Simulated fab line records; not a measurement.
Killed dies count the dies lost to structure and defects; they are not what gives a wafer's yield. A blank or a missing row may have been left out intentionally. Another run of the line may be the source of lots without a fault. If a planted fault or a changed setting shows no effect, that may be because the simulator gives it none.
fab line records	flow gf180mcu
[record] lots = 11	wafers = 32	lastDay = 34
route steps=602 shown V3@433 M4@462
lots untouched by any fault: they come from a run of this same line in which no faults occurred
startH: hours from the record's first day to the start of the lot's first wafer shown	waitH: time in hours since the lot's previous step	" as in the row above	L1.1+2: several wafers, shown together as one row	- no value, or no start was given	* or withheld: withheld	< > ~ a bound
route shown NAME@n: a module of which the file shows steps, and the number in the route of the first	usual: average and standard deviation across the fault-free wafers	same: alike in all rows	chamber/n: place in a boat	sites: each site's reading	_std_site: their standard deviation	_edge_site: mean of outer sites minus mean of inner sites	radiusMm: for every site, how far away it sits from the centre of the wafer	mask NAME#n: copy n	behind: the last tool/chamber to shape the wafer	hold: why the lot was held/for how many hours/how that ended	device: which transistor (n, p or np) failed to switch	end of line: the same wafers' tests at the end of the route	a step without rows: its recipe alone	killed: count of dies lost to structure and defects at first sort (not the wafer's yield)	map: a wafer's dies, x killed, . not, _ none there
set.NAME: setting as actually run; set.NAME@STEP: the setting as run at that earlier step	model.NAME: the simulator's own value behind a step, which no gauge read
steps of the route over a sample of lots; a table a step, a row a wafer
services: a tool's chamber out of use, with start hour (startH, from the record's first day; less than 0 if before it), hours out, and reason
[[steps]]
[step GF_V3_CMP_04]
[recipe] material = SiO2	downForcePsi = 4	platenRpm = 60	padVelocityMS = 0.94248
[usual] motorCurrentA = 12.6/1.3	slurryFilterDpKPa = 13.50/0.15	timeToEndpointS = 80/4.6
lot.wafer	tool	chamber	startH	waitH	motorCurrentA	slurryFilterDpKPa	timeToEndpointS
L177.2	cmp-01	2	528.01	0.1	12.3	13.35	79
L177.5	"	1	"	"	11.1	13.30	87
L177.6	"	2	"	"	12.9	13.37	86
L178.4	cmp-01	0	541.25	0.1	14.3	13.21	78
L178.6	"	2	"	"	12.8	13.60	84
L178.5	"	3	"	"	10.7	13.42	79
L179.3	cmp-01	0	544.30	0.0	14.6	13.63	77
L179.4	"	2	"	"	12.3	13.40	75
L179.2	"	3	"	"	10.5	13.37	74
L182.3	cmp-02	2	574.35	0.1	14.0	13.70	79
L182.5	"	1	"	"	14.8	13.59	83
L182.6	"	2	"	"	14.4	13.42	87
L184.3	cmp-02	2	580.72	0.1	13.0	13.29	87
L184.4	"	3	"	"	12.1	13.49	81
L184.6	"	1	"	"	14.3	13.42	84
L185.4	cmp-02	0	592.67	0.6	13.2	13.31	83
L185.6	"	1	"	"	13.7	13.46	87
L185.5	"	2	"	"	14.8	13.31	83
L186.1	cmp-01	3	601.97	0.3	10.9	13.52	73
L186.6	"	1	"	"	11.3	13.52	83
L186.5	"	2	"	"	12.4	13.64	80
L187.4	cmp-01	1	606.26	0.0	11.1	13.53	84
L187.3	"	0	"	"	13.7	13.51	71
L187.5	"	1	"	"	11.6	13.43	80
L190.2	cmp-01	0	628.94	0.1	14.2	13.51	74
L190.4	"	1	"	"	11.4	13.52	55
L190.6	"	0	"	"	14.0	13.29	82
L192.4	cmp-01	3	642.96	0.1	11.4	13.57	88
L192.5	"	2	"	"	12.4	13.48	83
L195.3	cmp-02	0	662.55	0.0	13.8	13.64	79
L195.2	"	1	"	"	14.3	13.64	83
L195.1	"	3	"	"	12.3	13.46	80
[step GF_V3_BOW_MEAS_05]
[recipe] mode = bow
[usual] V3_BOW = 117/9
lot.wafer	tool	chamber	startH	waitH	hold	V3_BOW[um]
L177.2	filmMetro-04	-	528.28	0.2	-	128
L177.5	"	-	"	"	-	131
L177.6	"	-	"	"	-	135
L178.4	filmMetro-04	-	541.66	0.4	-	106
L178.5	"	-	"	"	-	115
L178.6	"	-	"	"	-	120
L179.2	filmMetro-01	-	544.62	0.1	-	121
L179.3	"	-	"	"	-	121
L179.4	"	-	"	"	-	133
L182.3	filmMetro-01	-	574.64	0.2	-	118
L182.5	"	-	"	"	-	115
L182.6	"	-	"	"	-	131
L184.3	filmMetro-04	-	581.01	0.2	-	105
L184.4	"	-	"	"	-	112
L184.6	"	-	"	"	-	120
L185.4	filmMetro-02	-	592.88	0.2	-	105
L185.5	"	-	"	"	-	111
L185.6	"	-	"	"	-	124
L186.1	filmMetro-01	-	602.17	0.1	-	121
L186.5	"	-	"	"	-	130
L186.6	"	-	"	"	-	121
L187.3	filmMetro-04	-	606.60	0.1	-	101
L187.4	"	-	"	"	-	108
L187.5	"	-	"	"	-	121
L190.2	filmMetro-01	-	629.21	0.2	awaitDispo/0.2h/release	110
L190.4	"	-	"	"	awaitDispo/0.2h/release	114
L190.6	"	-	"	"	awaitDispo/0.2h/release	120
L190.2	filmMetro-01	-	629.50	0.3	-	-
L190.4	"	-	"	"	-	-
L190.6	"	-	"	"	-	-
L192.4	filmMetro-04	-	643.22	0.2	-	120
L192.5	"	-	"	"	-	120
L195.1	filmMetro-01	-	662.85	0.1	-	108
L195.2	"	-	"	"	-	116
L195.3	"	-	"	"	-	103
[step GF_V3_ETCH_17]
[recipe] chemistry = C4F8/O2/Ar	maskMaterial = KrF	target = SiO2	stopOn = TiN	sourceW = 1500	biasW = 1200	pressureMtorr = 40	c4f8FlowSccm = withheld	O2_flow_sccm = 6	Ar_flow_sccm = 300	timeS = withheld	targetDepthA = 6350
[usual] oesProductAu = 0.855/0.0046
lot.wafer	tool	chamber	startH	waitH	oesProductAu
L177.2	rieDiel-03	1	-	-	0.860
L177.5	"	1	"	"	0.851
L177.6	"	2	"	"	0.858
L178.4	rieDiel-04	3	-	-	0.859
L178.5	"	3	"	"	0.851
L178.6	"	0	"	"	0.858
L179.2	rieDiel-02	1	-	-	0.856
L179.3	"	3	"	"	0.860
L179.4	"	1	"	"	0.853
L182.3	rieDiel-04	1	-	-	0.838
L182.5	"	2	"	"	0.856
L182.6	"	3	"	"	0.854
L184.3	rieDiel-02	1	-	-	0.847
L184.4	"	2	"	"	0.856
L184.6	"	2	"	"	0.856
L185.4	rieDiel-04	3	-	-	0.857
L185.5	"	1	"	"	0.852
L185.6	"	0	"	"	0.853
L186.1	rieDiel-03	1	-	-	0.862
L186.5	"	2	"	"	0.854
L186.6	"	1	"	"	0.855
L187.3	rieDiel-04	2	-	-	0.856
L187.4	"	1	"	"	0.856
L187.5	"	2	"	"	0.858
L190.2	rieDiel-02	1	-	-	0.857
L190.4	"	2	"	"	0.908
L190.6	"	2	"	"	0.855
L192.4	rieDiel-04	2	-	-	0.853
L192.5	"	0	"	"	0.862
L195.1	rieDiel-02	1	-	-	0.854
L195.2	"	3	"	"	0.849
L195.3	"	0	"	"	0.858
[step GF_V3_SPUTTER_21]
[recipe] material = Ti	targetThkNm = 15	chamberPressurePa = 5	powerW = 2500	substrateTempC = 200	timeS = 80.02
[usual] throttleValvePct = 29.7/0.94
[same] timeS = 80.02
lot.wafer	tool	chamber	startH	waitH	throttleValvePct
L177.2	pvdSputter-01	-	551.10	0.0	31.2
L177.5	"	-	"	"	29.8
L177.6	"	-	"	"	30.4
L178.4	pvdSputter-01	-	564.70	0.0	29.8
L178.5	"	-	"	"	30.4
L178.6	"	-	"	"	29.6
L179.2	pvdSputter-01	-	567.47	0.0	30.2
L179.3	"	-	"	"	29.9
L179.4	"	-	"	"	29.9
L182.3	pvdSputter-02	-	597.36	0.0	30.2
L182.5	"	-	"	"	30.2
L182.6	"	-	"	"	30.0
L184.3	pvdSputter-02	-	602.55	0.0	27.1
L184.4	"	-	"	"	30.3
L184.6	"	-	"	"	30.3
L185.4	pvdSputter-01	-	614.56	0.0	29.8
L185.5	"	-	"	"	30.0
L185.6	"	-	"	"	29.6
L186.1	pvdSputter-02	-	623.39	0.0	27.4
L186.5	"	-	"	"	30.1
L186.6	"	-	"	"	29.1
L187.3	pvdSputter-03	-	627.81	0.0	30.3
L187.4	"	-	"	"	28.7
L187.5	"	-	"	"	28.8
L190.2	pvdSputter-02	-	649.98	0.0	27.2
L190.4	"	-	"	"	29.4
L190.6	"	-	"	"	27.1
L192.4	pvdSputter-01	-	663.15	0.0	30.0
L192.5	"	-	"	"	29.3
L195.1	pvdSputter-03	-	683.23	0.0	30.1
L195.2	"	-	"	"	29.9
L195.3	"	-	"	"	29.1
[step GF_M4_THK_MEAS_06]
[recipe] thkMeasGauge = xrf	reads = AlCu_of_M4_SPUTTER_02
[usual] M4_ALCU_THK = 451/4
lot.wafer	tool	chamber	startH	waitH	M4_ALCU_THK[nm]
L177.2	filmMetro-03	-	552.14	0.1	455
L177.5	"	-	"	"	459
L177.6	"	-	"	"	453
L178.4	filmMetro-01	-	565.76	0.1	452
L178.5	"	-	"	"	454
L178.6	"	-	"	"	452
L179.2	filmMetro-03	-	568.51	0.1	450
L179.3	"	-	"	"	451
L179.4	"	-	"	"	452
L182.3	filmMetro-01	-	598.48	0.1	453
L182.5	"	-	"	"	443
L182.6	"	-	"	"	451
L184.3	filmMetro-01	-	603.60	0.1	450
L184.4	"	-	"	"	456
L184.6	"	-	"	"	451
L185.4	filmMetro-04	-	615.62	0.1	451
L185.5	"	-	"	"	445
L185.6	"	-	"	"	450
L186.1	filmMetro-04	-	624.78	0.1	452
L186.5	"	-	"	"	457
L186.6	"	-	"	"	451
L187.3	filmMetro-01	-	628.90	0.1	443
L187.4	"	-	"	"	449
L187.5	"	-	"	"	447
L190.2	filmMetro-01	-	651.02	0.1	447
L190.4	"	-	"	"	450
L190.6	"	-	"	"	445
L192.4	filmMetro-04	-	664.21	0.1	451
L192.5	"	-	"	"	454
L195.1	filmMetro-01	-	684.27	0.1	448
L195.2	"	-	"	"	443
L195.3	"	-	"	"	450
[step GF_M4_METAL_ETCH_16]
[recipe] chemistry = Cl2/BCl3	maskMaterial = KrF	targetDepthNm = 750.8	stopOn = SiO2	pressureMtorr = 8	icpW = 800	biasW = 140	Cl2_flow_sccm = 80	bcl3FlowSccm = 40	timeS = 125.1
[usual] drypumpMotorCurrentA = 5.5/0.65	oesProductAu = 0.992/0.0054	throttleValvePct = 28.229/0.009
[same] timeS = 125.1
lot.wafer	tool	chamber	startH	waitH	drypumpMotorCurrentA	oesProductAu	rfHoursCounterH	throttleValvePct
L177.2	rieMetal-04	1	574.34	0.0	6.6	1.002	3	28.231
L177.5	"	0	"	"	6.1	0.997	-	28.227
L177.6	"	1	"	"	6.6	0.990	-	28.232
L178.4	rieMetal-04	0	586.86	0.1	6.0	0.993	-	28.213
L178.5	"	1	"	"	6.6	0.994	-	28.217
L178.6	"	0	"	"	6.1	0.988	-	28.216
L179.2	rieMetal-03	1	589.74	0.0	5.4	0.988	5	28.231
L179.3	"	1	"	"	5.4	0.988	-	28.229
L179.4	"	0	"	"	4.9	0.979	-	28.221
L182.3	rieMetal-03	1	619.91	0.1	5.4	0.988	-	28.235
L182.5	"	0	"	"	4.9	0.990	-	28.215
L182.6	"	1	"	"	5.4	0.992	-	28.240
L184.3	rieMetal-04	0	623.71	0.1	6.1	0.985	-	28.225
L184.4	"	1	"	"	6.6	0.992	-	28.224
L184.6	"	1	"	"	6.6	0.989	-	28.220
L185.4	rieMetal-04	1	636.16	0.1	6.6	0.988	-	28.242
L185.5	"	1	"	"	6.6	0.998	-	28.238
L185.6	"	0	"	"	6.0	0.993	-	28.238
L186.1	rieMetal-04	0	645.44	0.0	6.0	0.990	12	28.241
L186.5	"	1	"	"	6.6	0.995	-	28.232
L186.6	"	0	"	"	6.1	0.978	-	28.233
L187.3	rieMetal-02	1	648.63	0.1	4.7	0.993	-	28.235
L187.4	"	0	"	"	6.1	0.998	-	28.218
L187.5	"	1	"	"	4.7	0.985	-	28.231
L190.2	rieMetal-03	0	670.86	0.0	5.0	0.981	6	28.216
L190.4	"	1	"	"	5.4	0.990	-	28.244
L190.6	"	0	"	"	4.9	0.987	-	28.243
L192.4	rieMetal-02	1	683.43	0.1	4.7	0.993	-	28.217
L192.5	"	0	"	"	6.1	0.998	-	28.231
L195.1	rieMetal-02	1	702.34	0.0	4.7	0.990	5	28.240
L195.2	"	0	"	"	6.1	0.984	15	28.214
L195.3	"	1	"	"	4.7	0.992	-	28.234
[[services]]
tool	chamber	startH	hours	kind
pvdSputter-01	-	508.94	3.4	repair
cmp-02	-	523.69	7.9	repair
cmp-01	-	554.27	1.6	repair
cmp-01	-	560.98	0.4	repair
rieDiel-02	2	562.20	23.3	repair
rieDiel-04	1	567.54	4.4	repair
cmp-01	-	572.30	4.0	pm
rieDiel-04	1	577.40	5.7	repair
cmp-01	-	579.03	9.4	pm
cmp-01	-	588.46	5.2	pm
cmp-02	-	589.18	2.1	repair
pvdSputter-01	-	601.01	10.2	repair
cmp-02	-	617.51	6.6	pm
rieDiel-02	1	621.50	13.9	repair
cmp-02	-	629.75	2.3	repair
cmp-02	-	632.67	6.2	pm
rieMetal-03	0	646.81	2.5	repair
rieDiel-02	-	649.57	0.4	repair
cmp-02	-	664.18	1.5	repair
rieMetal-03	-	682.77	2.8	pm
rieDiel-02	1	683.07	89.5	repair
cmp-01	-	698.34	1.0	repair
cmp-01	-	699.98	8.4	pm
rieDiel-02	2	702.03	4.0	repair
[[key]]
[firstSign] step = GF_V3_CMP_04	reading = timeToEndpointS	direction = down	sigmas = 5.5	usual = *	struck = *
[effect] step = GF_V3_BOW_MEAS_05	reading = visit	direction = added
[effect] step = GF_V3_ETCH_17	reading = oesProductAu	direction = up	sigmas = 11	usual = 0.855	struck = 0.908
metAt GF_V3_CMP_04
struckLots L190
struckWafers L190.4
notActingAt GF_V3_SPUTTER_21,GF_M4_THK_MEAS_06,GF_M4_METAL_ETCH_16
onsetBetween 606.26 628.94
[fault] kind = processParameterDrift	tool = cmp-01	chamber = 1	onsetH = 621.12	steps = GF_V3_CMP_04	channel = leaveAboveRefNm	offset = 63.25	shape = step	endH = 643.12	actsIn = theseRecipesOnly	stated = 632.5
